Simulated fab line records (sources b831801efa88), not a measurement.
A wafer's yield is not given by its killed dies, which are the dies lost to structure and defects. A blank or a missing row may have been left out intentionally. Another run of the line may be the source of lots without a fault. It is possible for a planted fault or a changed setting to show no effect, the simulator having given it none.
Chamber matching ; flow gf180mcu ; GF_V4_CMP_26 on cmp-02: 4 sister chambers
The step polishes, stops on SiO2, t overpolish 15 s, target thk 0 nm. 27 wafers are shown with their chamber, then 12 later ones without.

== EACH WAFER AND ITS CHAMBER ==
wafer;chamber;motorCurrentA (A);retainingRingPressureFrac;slurryFilterDpKPa (kPa)
L074.1;3;12.8;1.004;13.63
L074.3;2;11.0;1.000;13.70
L074.5;1;10.9;0.999;13.64
L075.2;0;11.2;1.006;13.35
L075.3;3;12.5;0.994;13.69
L075.5;2;11.1;0.999;13.56
L076.3;2;10.4;0.998;13.36
L076.5;3;12.6;0.996;13.36
L076.6;2;11.4;0.996;13.48
L077.3;0;11.2;0.998;13.55
L077.4;1;10.9;1.000;13.48
L077.6;3;12.6;0.998;13.54
L078.1;3;12.7;0.998;13.52
L078.2;0;11.0;0.993;13.46
L078.4;1;11.4;1.005;13.76
L079.2;2;10.9;1.010;13.73
L079.3;3;13.0;0.993;13.64
L079.4;0;10.9;1.001;13.67
L080.3;2;11.3;1.006;13.39
L080.4;3;12.8;1.004;13.59
L080.5;1;11.1;1.000;13.29
L081.1;3;13.1;1.002;13.39
L081.3;0;10.5;0.997;13.29
L081.6;2;11.1;0.998;13.79
L082.3;2;10.5;0.999;13.62
L082.5;2;10.7;1.003;13.24
L082.6;3;12.5;0.997;13.61

SIGNATURES (means of the wafers above)
reading;chamber 0;chamber 1;chamber 2;chamber 3;scatter within a chamber
motorCurrentA;10.960;11.075;10.933;12.733;0.28
retainingRingPressureFrac;0.99900;1.00100;1.00100;0.99844;0.00422
slurryFilterDpKPa;13.4640;13.5425;13.5411;13.5522;0.161
Rule: for each reading, subtract the chamber's mean from the wafer's reading, divide by that reading's scatter and square the result; add these up over the readings and take the root, which gives the wafer's distance from the chamber. If the next closest chamber is less than 2 further off than the closest, the wafer can't be placed; otherwise it belongs to the closest. The scatter: the root of (the sum of the squares of (reading less its chamber's mean) over the shown wafers, divided by (wafers less chambers)).

== WAFERS WITHOUT THEIR CHAMBER ==
wafer;motorCurrentA (A);retainingRingPressureFrac;slurryFilterDpKPa (kPa)
L084.4;10.5;0.990;13.49
L084.5;12.8;1.001;13.31
L084.6;11.0;0.998;13.46
L088.3;10.4;1.003;13.39
L088.4;13.2;1.001;13.23
L088.5;11.0;0.991;13.58
L090.4;13.1;1.009;13.60
L090.5;13.0;1.000;13.63
L090.6;10.8;0.993;13.60
L093.1;11.5;1.002;13.67
L093.2;11.0;0.999;13.86
L093.4;11.4;0.997;13.43

== CHAMBER TAKEN BY EACH ==
wafer;from the rows above;in truth
L084.4;can't be placed: 0 or 2 or 1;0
L084.5;3;3
L084.6;can't be placed: 0 or 2 or 1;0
L088.3;can't be placed: 2 or 0 or 1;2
L088.4;3;3
L088.5;can't be placed: 0 or 2 or 1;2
L090.4;3;3
L090.5;3;3
L090.6;can't be placed: 0 or 2 or 1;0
L093.1;can't be placed: 1 or 2 or 0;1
L093.2;can't be placed: 1 or 2 or 0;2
L093.4;can't be placed: 1 or 0 or 2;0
Correctly placed: 4 of 12. From these rows, 8 cannot be placed; in 8 the true chamber is one of the candidates. Wrongly placed: 0.
